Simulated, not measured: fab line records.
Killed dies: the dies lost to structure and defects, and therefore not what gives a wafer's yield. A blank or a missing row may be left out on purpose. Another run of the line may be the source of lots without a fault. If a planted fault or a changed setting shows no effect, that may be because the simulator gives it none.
Code-filled problem report in 8D (eight disciplines) form || flow gf180mcu || the parts of the form that need people (team, actions taken, sign-off) are left out

## 1. WHAT WENT WRONG
Wafers without a fault read 1200 W, standard deviation 3.7; bias_w at GF_V2_ETCH_17 reads a mean of 1317 W on 9 wafers belonging to 3 lots. Measured from the usual mean, that is +32 standard deviations.
The step: etches SiO2 in C4F8/O2/Ar, stops on TiN, target depth 630 nm.
First observed at day 23 22:00: wafer L905.1, on rie_diel-04. The record holds 21 wafers of 7 lots with a number at this step. Rule for "out" (also "out of limits"): further than 4 standard deviations from the usual mean. The other wafers with a number count as sound.

## 2. WHAT IT IS AND WHAT IT IS NOT
{"question": "which readings at this step", "is": "bias_w", "is not": "oes_product_au"}
{"question": "which lots", "is": "L905, L906, L908", "is not": "L901, L904, L907, L916"}
{"question": "which wafers of those lots", "is": "all that have a number", "is not": "-"}
{"question": "read on which tools", "is": "rie_diel-04", "is not": "rie_diel-01, rie_diel-03"}
{"question": "when", "is": "from day 23 22:00", "is not": "up to then (6 sound wafers); but 6 sound wafers of L907, L916 came after"}

## 3. THE SUSPECTS, EACH WITH WHAT RULES IT OUT
Counting: a tool stays on the suspect list if, at a process step up to the reading, it processed all lots that are out and no sound lot following the first of them.
- rie_diel-04 at GF_V2_ETCH_16 (etches BARC in N2/H2): kept. It processed each lot that is out, first L905 at day 23 22:36, and no sound lot thereafter; up to then, the last sound lot it processed was L904 at day 23 16:00.
- rie_diel-04 at GF_V2_ETCH_17 (etches SiO2 in C4F8/O2/Ar, stops on TiN, target depth 630 nm): kept. It processed each lot that is out, first L905 at day 23 22:00, and no sound lot thereafter; up to then, the last sound lot it processed was L904 at day 23 16:00. Out on those wafers are its own readings of bias_w.
What counting leaves: rie_diel-04 at GF_V2_ETCH_16 and rie_diel-04 at GF_V2_ETCH_17.

## 4. THE CAUSE (what the simulator had put in)
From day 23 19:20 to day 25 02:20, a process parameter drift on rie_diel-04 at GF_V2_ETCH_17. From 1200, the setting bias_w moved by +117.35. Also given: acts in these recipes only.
This tool is one of the 2 suspects left after counting.

## 5. THE CHAIN OF EFFECTS, in route order
Rows list readings where the struck wafers' mean (over those with a number) sits beyond 3 standard deviations from the usual. Readings are gone through only where the record gives a usual standard deviation; hours: the median, over the lots, of the time from a lot's start at the first step in this table giving one to that lot's start at this step; sigmas: the change measured in usual standard deviations.
{"hours": 0, "step": "GF_V2_ETCH_17", "reading": "bias_w", "usual": "1200 W", "on struck wafers": 1317, "change": "+117", "sigmas": "+32"}
Its process steps:
- GF_V2_ETCH_17: etches SiO2 in C4F8/O2/Ar, stops on TiN, target depth 630 nm.

## 6. WHAT WOULD HAVE CAUGHT IT SOONER
In this record no reading fell out of limits until day 23 22:00, 3 hours after the fault had begun at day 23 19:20.
